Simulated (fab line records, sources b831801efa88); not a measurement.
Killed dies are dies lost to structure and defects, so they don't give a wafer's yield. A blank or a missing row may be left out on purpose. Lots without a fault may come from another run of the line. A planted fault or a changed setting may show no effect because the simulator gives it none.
fab line records | flow sky130
record lots=6 wafers=18 last_day=50
route steps=708 shown LDD_N@245 LDD_P@255 PAD_OPEN@708
lots that met no fault: from a run of the same line without faults
start_h: hours from the record's first day to the start of the lot's first wafer shown | wait_h: hours since the lot's step before | " the same as in the row above | L1.1+2: a row that stands for several wafers | - no value, or no start given | * or withheld: withheld | < > ~ a bound
route shown NAME@n: a module of which the file shows steps, and the number in the route of the first | usual: mean/standard deviation of fault-free wafers | same: alike in all rows | chamber/n: place in a boat | sites: the reading at each site | _std_site: their standard deviation | _edge_site: outer sites' mean less inner sites' | radius_mm: how far each site lies from the wafer's centre | mask NAME#n: copy n | behind: the tool/chamber that last shaped the wafer | hold: why the lot was held/for how many hours/how that ended | device: the transistor (n, p or np) that didn't switch | end of line: the same wafers' tests at the end of the route | a step without rows: its recipe alone | killed: dies lost to structure and defects at the first sort, not the wafer's yield | map: a wafer's dies, x killed, . not, _ none there
set.NAME: the setting as run; set.NAME@STEP: as run at that earlier step | model.NAME: the simulator's own value behind a step, which no gauge read
lots at some steps of the route; a table a step, a row a wafer
services: from which hour (start_h, from the record's first day; less than 0 if before it) a tool's chamber was out of use, for how many hours, and why
## steps
# step SKY_LDD_N_IMPLANT_08
# recipe species=As energy_kev=20 dose_cm2=7.5e+13 tilt_deg=withheld rotation_deg=23
# step SKY_LDD_N_IMPLANT_09
# recipe species=As energy_kev=20 dose_cm2=7.5e+13 tilt_deg=withheld rotation_deg=113
# step SKY_LDD_N_IMPLANT_10
# recipe species=As energy_kev=20 dose_cm2=7.5e+13 tilt_deg=withheld rotation_deg=203
# step SKY_LDD_N_IMPLANT_11
# recipe species=As energy_kev=20 dose_cm2=7.5e+13 tilt_deg=withheld rotation_deg=293
# step SKY_LDD_N_IMPLANT_12
# recipe species=BF2 energy_kev=50 dose_cm2=5e+12 tilt_deg=30 rotation_deg=0
# step SKY_LDD_N_IMPLANT_13
# recipe species=BF2 energy_kev=50 dose_cm2=5e+12 tilt_deg=30 rotation_deg=90
# step SKY_LDD_N_IMPLANT_14
# recipe species=BF2 energy_kev=50 dose_cm2=5e+12 tilt_deg=30 rotation_deg=180
# step SKY_LDD_N_IMPLANT_15
# recipe species=BF2 energy_kev=50 dose_cm2=5e+12 tilt_deg=30 rotation_deg=270
# step SKY_LDD_N_STRIP_16
# recipe chemistry=O2/N2 power_w=1400 pressure_mtorr=1500 platen_temp_c=withheld o2_flow_sccm=3000 n2_flow_sccm=300 overash_fraction=0.5
# usual drypump_motor_current_A=5.8/0.44 o2_flow_sccm=3002/9.1 oes_product_au=0.407/0.0042 strip_time_to_endpoint_s=4.312/0.013
# columns lot.wafer tool chamber start_h wait_h drypump_motor_current_A o2_flow_sccm oes_product_au rf_hours_counter_h strip_time_to_endpoint_s
L162.1 plasma_asher-01 1 433.72 0.1 6.6 3005 0.408 73 4.293
L162.3 " 0 " " 5.6 2997 0.407 - 4.317
L162.6 " 0 " " 5.6 3003 0.412 - 4.319
L165.2 plasma_asher-04 1 473.31 0.1 5.7 3000 0.404 4 4.303
L165.3 " 1 " " 5.7 2995 0.411 - 4.315
L165.5 " 0 " " 5.8 3014 0.413 - 4.330
L172.1 plasma_asher-04 1 560.22 0.1 5.7 3005 0.408 13 4.291
L172.3 " 1 " " 5.7 2988 0.414 - 4.318
L172.4 " 0 " " 5.8 3014 0.407 - 4.329
L173.4 plasma_asher-03 1 578.00 0.1 5.6 3003 0.412 - 4.296
L173.5 " 1 " " 5.5 3003 0.402 - 4.321
L173.6 " 0 " " 5.2 3002 0.410 - 4.328
L174.2 plasma_asher-03 0 579.17 0.1 5.2 3016 0.403 43 4.321
L174.3 " 0 " " 5.2 3007 0.407 - 4.291
L174.4 " 1 " " 5.5 2999 0.409 - 4.320
L180.2 plasma_asher-01 0 616.92 0.1 5.6 3008 0.405 92 4.325
L180.4 " 0 " " 5.5 3006 0.405 - 4.303
L180.5 " 1 " " 6.6 2983 0.409 - 4.314
# step SKY_LDD_N_TW_MEAS_17
# usual LDD_N_TW=2565/16
# columns lot.wafer tool chamber start_h wait_h LDD_N_TW
L162.1 film_metro-02 - 433.82 0.1 2571
L162.3 " - " " 2585
L162.6 " - " " 2582
L165.2 film_metro-02 - 473.42 0.1 2558
L165.3 " - " " 2574
L165.5 " - " " 2575
L172.1 film_metro-03 - 560.32 0.1 2569
L172.3 " - " " 2548
L172.4 " - " " 2560
L173.4 film_metro-03 - 578.10 0.1 2543
L173.5 " - " " 2540
L173.6 " - " " 2548
L174.2 film_metro-03 - 579.28 0.1 2550
L174.3 " - " " 2552
L174.4 " - " " 2558
L180.2 film_metro-04 - 617.03 0.1 2593
L180.4 " - " " 2579
L180.5 " - " " 2582
# step SKY_LDD_P_DEHYDRATE_00
# recipe temp_c=200 time_s=60
# step SKY_LDD_P_HMDS_01
# recipe prime_time_s=60 prime_temp_c=120
# step SKY_LDD_P_COAT_02
# recipe resist=NOVOLAK spin_rpm=3000 resist_thk_nm=1140
# usual dispense_pressure_kPa=47.3/2 spin_speed_rpm=3000.0/1.9
# columns lot.wafer tool chamber start_h wait_h dispense_pressure_kPa spin_speed_rpm model.NOVOLAK_of_LDD_P_COAT_02.thk_nm
L162.1 litho_track-04 0 449.53 0.1 45.3 3034.6 1133
L162.3 " 0 " " 45.2 3034.0 1133
L162.6 " 0 " " 45.3 3032.6 1133
L165.2 litho_track-04 0 489.01 0.1 45.2 3035.0 1138
L165.3 " 0 " " 45.3 3035.7 1136
L165.5 " 0 " " 45.3 3031.5 1139
L172.1 litho_track-01 0 575.49 0.1 46.3 2999.3 1141
L172.3 " 0 " " 46.2 2997.5 1137
L172.4 " 0 " " 46.3 2997.2 1139
L173.4 litho_track-04 0 591.76 0.1 45.2 2999.3 1134
L173.5 " 0 " " 45.2 2999.4 1137
L173.6 " 0 " " 45.3 3000.9 1137
L174.2 litho_track-02 0 592.50 0.1 49.9 3001.0 1142
L174.3 " 0 " " 49.9 3002.2 1139
L174.4 " 0 " " 49.9 2999.9 1137
L180.2 litho_track-02 0 630.45 0.1 49.9 3001.3 1134
L180.4 " 0 " " 49.9 3004.2 1137
L180.5 " 0 " " 49.9 2999.9 1135
# step SKY_LDD_P_SOFTBAKE_03
# recipe temp_c=90 time_s=60 resist=NOVOLAK
# step SKY_LDD_P_EXPOSE_04
# recipe mask_id=PSDM na=0.6 source_shape=conventional sigma_outer=0.6 polarization=unpolarized target_cd_nm=380 dose_mj=138
# step SKY_LDD_P_PEB_05
# recipe temp_c=withheld time_s=* resist=NOVOLAK
# step SKY_LDD_P_DEVELOP_06
# recipe resist=NOVOLAK developer=TMAH develop_time_s=60 dev_temp_c=23
# columns lot.wafer tool chamber start_h wait_h model.NOVOLAK_of_LDD_P_COAT_02.thk_nm
L162.1+6 litho_track-01 0 464.74 0.1 1132
L162.3 " 0 " " 1133
L165.2+5 litho_track-04 0 503.86 0.1 1138
L165.3 " 0 " " 1135
L172.1 litho_track-02 0 589.87 0.1 1141
L172.3 " 0 " " 1137
L172.4 " 0 " " 1138
L173.4 litho_track-01 0 606.72 0.1 1133
L173.5+6 " 0 " " 1137
L174.2 litho_track-01 0 607.92 0.1 1141
L174.3 " 0 " " 1139
L174.4 " 0 " " 1137
L180.2 litho_track-01 0 645.22 0.1 1133
L180.4 " 0 " " 1136
L180.5 " 0 " " 1134
# step SKY_LDD_P_CD_MEAS_07
# recipe target_cd_nm=380
# usual cd_nm=380.8/2.4
# columns lot.wafer tool chamber start_h wait_h cd_nm
L162.1 cd_sem-02 - 464.89 0.1 377.6
L162.3 " - " " 378.9
L162.6 " - " " 379.7
L165.2 cd_sem-02 - 504.00 0.1 381.3
L165.3 " - " " 380.7
L165.5 " - " " 379.7
L172.1 cd_sem-02 - 590.02 0.1 382.9
L172.3 " - " " 382.9
L172.4 " - " " 384.0
L173.4 cd_sem-02 - 606.85 0.1 382.5
L173.5 " - " " 382.4
L173.6 " - " " 383.4
L174.2 cd_sem-02 - 608.06 0.1 381.6
L174.3 " - " " 383.8
L174.4 " - " " 385.0
L180.2 cd_sem-01 - 645.41 0.2 385.5
L180.4 " - " " 383.0
L180.5 " - " " 383.9
# step SKY_PAD_OPEN_PROBE_99
# usual killed_at_M0_to_M3=44/7.3 killed_at_M4_up=3.2/1.8 killed_at_contacts=24/5.4 killed_at_front_end=16/4.4 killed_at_other=0.3/0.48 killed_dies=86/9.5 killed_on_rim=17/4 killed_open=47/7.7 killed_short=39/6.4
# same gross_dies=492 killed_at_back_side=0
# columns lot.wafer tool chamber start_h wait_h killed_at_M0_to_M3 killed_at_M4_up killed_at_contacts killed_at_front_end killed_at_other killed_dies killed_on_rim killed_open killed_short
L162.1 prober-01 - 1097.57 0.1 47 0 20 17 0 84 16 55 29
L162.3 prober-01 - 1097.67 0.2 46 0 18 9 0 73 12 39 34
L162.6 prober-01 - 1097.82 0.2 51 6 16 10 0 83 19 41 42
L165.2 prober-02 - 1119.36 0.1 43 3 24 11 0 81 16 39 42
L165.3 prober-02 - 1119.41 0.2 43 5 29 12 0 89 19 40 49
L165.5 prober-02 - 1119.51 0.2 42 6 24 22 0 94 17 51 43
L172.1 prober-02 - 1176.39 0.1 40 1 25 23 0 89 26 53 36
L172.3 prober-02 - 1176.49 0.2 43 2 23 14 0 82 20 44 38
L172.4 prober-02 - 1176.54 0.2 46 4 26 12 0 88 19 57 31
L173.4 prober-01 - 1183.64 0.2 40 1 34 13 0 88 19 50 38
L173.5 prober-01 - 1183.69 0.2 35 1 24 7 0 67 17 36 31
L173.6 prober-01 - 1183.74 0.2 40 2 31 13 0 86 19 52 34
L174.2 prober-01 - 1185.16 0.1 54 3 19 17 0 93 25 52 41
L174.3 prober-01 - 1185.21 0.2 47 3 21 16 0 87 15 39 48
L174.4 prober-01 - 1185.26 0.2 56 4 22 12 0 94 18 48 46
L180.2 prober-02 - 1204.20 0.1 42 6 18 19 0 85 16 52 33
L180.4 prober-02 - 1204.30 0.2 55 1 28 24 1 109 26 65 44
L180.5 prober-02 - 1204.35 0.2 49 3 9 19 0 80 19 44 36
# killed by level:class
L162.1 VIA3:geometric_particle:open=11 VIA1:geometric_particle:open=10 CONTACT:geometric_particle:open=8 VIA2:geometric_particle:open=8 LI_CONTACT:geometric_particle:open=7 POLY_GATE:geometric_particle:short=5 FIELD_ISO:geometric_particle:open=4 FIELD_ISO:geometric_particle:short=4
L162.3 VIA1:geometric_particle:open=14 CONTACT:geometric_particle:open=8 VIA3:geometric_particle:open=7 VIA1:geometric_particle:short=6 CONTACT:geometric_particle:short=5 METAL2:geometric_particle:short=5 FIELD_ISO:geometric_particle:open=3 LOCAL_INTERCONNECT:geometric_particle:short=3
L162.6 VIA1:geometric_particle:open=16 VIA1:geometric_particle:short=11 VIA3:geometric_particle:open=6 METAL4:geometric_particle:short=6 LI_CONTACT:geometric_particle:open=5 FIELD_ISO:geometric_particle:open=4 CONTACT:geometric_particle:open=4 VIA2:geometric_particle:short=4
L165.2 VIA1:geometric_particle:open=9 VIA2:geometric_particle:open=7 METAL1:geometric_particle:short=6 VIA2:geometric_particle:short=6 LI_CONTACT:geometric_particle:open=5 CONTACT:geometric_particle:short=5 CONTACT:geometric_particle:open=5 FIELD_ISO:geometric_particle:short=4
L165.3 CONTACT:geometric_particle:short=10 METAL1:geometric_particle:short=10 CONTACT:geometric_particle:open=8 VIA1:geometric_particle:open=7 POLY_GATE:geometric_particle:open=6 LOCAL_INTERCONNECT:geometric_particle:short=6 METAL2:geometric_particle:short=6 VIA1:geometric_particle:short=5
L165.5 CONTACT:geometric_particle:open=11 VIA1:geometric_particle:open=8 VIA2:geometric_particle:open=7 METAL2:geometric_particle:short=6 VIA3:geometric_particle:open=6 FIELD_ISO:geometric_particle:short=5 POLY_GATE:geometric_particle:open=5 LI_CONTACT:geometric_particle:open=5
L172.1 VIA1:geometric_particle:open=11 CONTACT:geometric_particle:open=10 FIELD_ISO:geometric_particle:open=7 LI_CONTACT:geometric_particle:open=7 FIELD_ISO:geometric_particle:short=6 METAL1:geometric_particle:short=6 VIA2:geometric_particle:open=5 POLY_GATE:geometric_particle:open=4
L172.3 LI_CONTACT:geometric_particle:open=9 VIA1:geometric_particle:open=9 METAL2:geometric_particle:short=6 FIELD_ISO:geometric_particle:open=5 LOCAL_INTERCONNECT:geometric_particle:short=5 CONTACT:geometric_particle:open=5 METAL1:geometric_particle:short=5 VIA1:geometric_particle:short=5
L172.4 VIA1:geometric_particle:open=17 CONTACT:geometric_particle:open=9 LI_CONTACT:geometric_particle:open=8 VIA3:geometric_particle:open=8 LI_CONTACT:geometric_particle:short=6 METAL1:geometric_particle:short=6 FIELD_ISO:geometric_particle:short=4 POLY_GATE:geometric_particle:open=4
L173.4 VIA1:geometric_particle:open=13 CONTACT:geometric_particle:open=12 LI_CONTACT:geometric_particle:open=7 LOCAL_INTERCONNECT:geometric_particle:short=7 CONTACT:geometric_particle:short=6 VIA3:geometric_particle:open=6 VIA1:geometric_particle:short=6 METAL2:geometric_particle:open=4
L173.5 CONTACT:geometric_particle:open=9 VIA1:geometric_particle:open=7 CONTACT:geometric_particle:short=6 VIA1:geometric_particle:short=6 VIA2:geometric_particle:open=6 LOCAL_INTERCONNECT:geometric_particle:short=5 VIA3:geometric_particle:open=4 METAL1:geometric_particle:short=3
L173.6 VIA1:geometric_particle:open=12 CONTACT:geometric_particle:open=11 LI_CONTACT:geometric_particle:open=7 CONTACT:geometric_particle:short=6 VIA1:geometric_particle:short=5 VIA2:geometric_particle:open=5 VIA3:geometric_particle:open=5 VIA2:geometric_particle:short=4
L174.2 VIA2:geometric_particle:open=10 VIA1:geometric_particle:open=10 METAL2:geometric_particle:short=9 CONTACT:geometric_particle:open=7 LI_CONTACT:geometric_particle:open=6 VIA1:geometric_particle:short=6 VIA2:geometric_particle:short=6 VIA3:geometric_particle:open=6
L174.3 VIA1:geometric_particle:open=11 FIELD_ISO:geometric_particle:short=9 VIA2:geometric_particle:open=9 METAL2:geometric_particle:short=7 CONTACT:geometric_particle:open=6 LOCAL_INTERCONNECT:geometric_particle:short=5 VIA1:geometric_particle:short=5 VIA3:geometric_particle:open=5
L174.4 VIA1:geometric_particle:open=17 CONTACT:geometric_particle:open=9 METAL3:geometric_particle:short=8 VIA2:geometric_particle:open=6 VIA3:geometric_particle:short=6 CONTACT:geometric_particle:short=5 VIA1:geometric_particle:short=5 LI_CONTACT:geometric_particle:open=4
L180.2 CONTACT:geometric_particle:open=9 VIA1:geometric_particle:open=7 VIA3:geometric_particle:open=7 FIELD_ISO:geometric_particle:open=6 METAL2:geometric_particle:short=5 VIA2:geometric_particle:open=5 POLY_GATE:geometric_particle:open=4 LOCAL_INTERCONNECT:geometric_particle:short=4
L180.4 CONTACT:geometric_particle:open=12 VIA1:geometric_particle:open=10 FIELD_ISO:geometric_particle:open=9 VIA2:geometric_particle:open=9 VIA3:geometric_particle:open=8 METAL1:geometric_particle:short=7 FIELD_ISO:geometric_particle:short=6 LI_CONTACT:geometric_particle:open=6
L180.5 VIA1:geometric_particle:open=11 VIA1:geometric_particle:short=9 FIELD_ISO:geometric_particle:short=6 METAL2:geometric_particle:open=6 VIA2:geometric_particle:open=6 FIELD_ISO:geometric_particle:open=5 VIA3:geometric_particle:open=5 CONTACT:geometric_particle:open=5
## services
# columns tool chamber start_h hours kind
plasma_asher-01 - 413.08 0.5 repair
plasma_asher-04 - 421.25 9.0 pm
plasma_asher-04 0 421.25 9.0 vent_cycle
plasma_asher-04 1 421.25 9.0 vent_cycle
plasma_asher-04 0 430.25 - clean
plasma_asher-04 1 430.25 - clean
plasma_asher-04 - 444.01 14.6 pm
plasma_asher-01 - 453.44 2.8 pm
plasma_asher-03 - 456.97 32.9 repair
plasma_asher-01 - 466.05 5.0 repair
plasma_asher-04 - 487.15 2.2 repair
plasma_asher-03 - 539.56 0.6 repair
plasma_asher-03 - 582.69 2.8 pm
plasma_asher-04 - 598.78 0.7 repair
## key
first_sign step=SKY_LDD_P_COAT_02 reading=spin_speed_rpm direction=up sigmas=17 usual=3000.0 struck=3033.9
effect none on later readings
model_effect step=SKY_LDD_P_COAT_02 value=NOVOLAK_of_LDD_P_COAT_02.thk_nm without=1142 struck=1135
model_effect step=SKY_LDD_P_DEVELOP_06 value=NOVOLAK_of_LDD_P_COAT_02.thk_nm without=1141 struck=1135
met_at SKY_LDD_P_COAT_02
struck_wafers L162.1,L162.3,L162.6,L165.2,L165.3,L165.5
tester_left_out L162,L165
fault kind=process_parameter_drift tool=litho_track-04 chamber=- onset_h=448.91 steps=SKY_LDD_P_COAT_02 channel=spin_rpm offset=34.853 shape=step end_h=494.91 acts_in=these_recipes_only stated=3000
# tester_left_out: of these lots the tester's yield and bins aren't shown, on N5 and GAA mostly nor the transistor test; their killed dies are dies lost to structure and defects alone, not to doping, threshold or leakage, so they don't give the yield
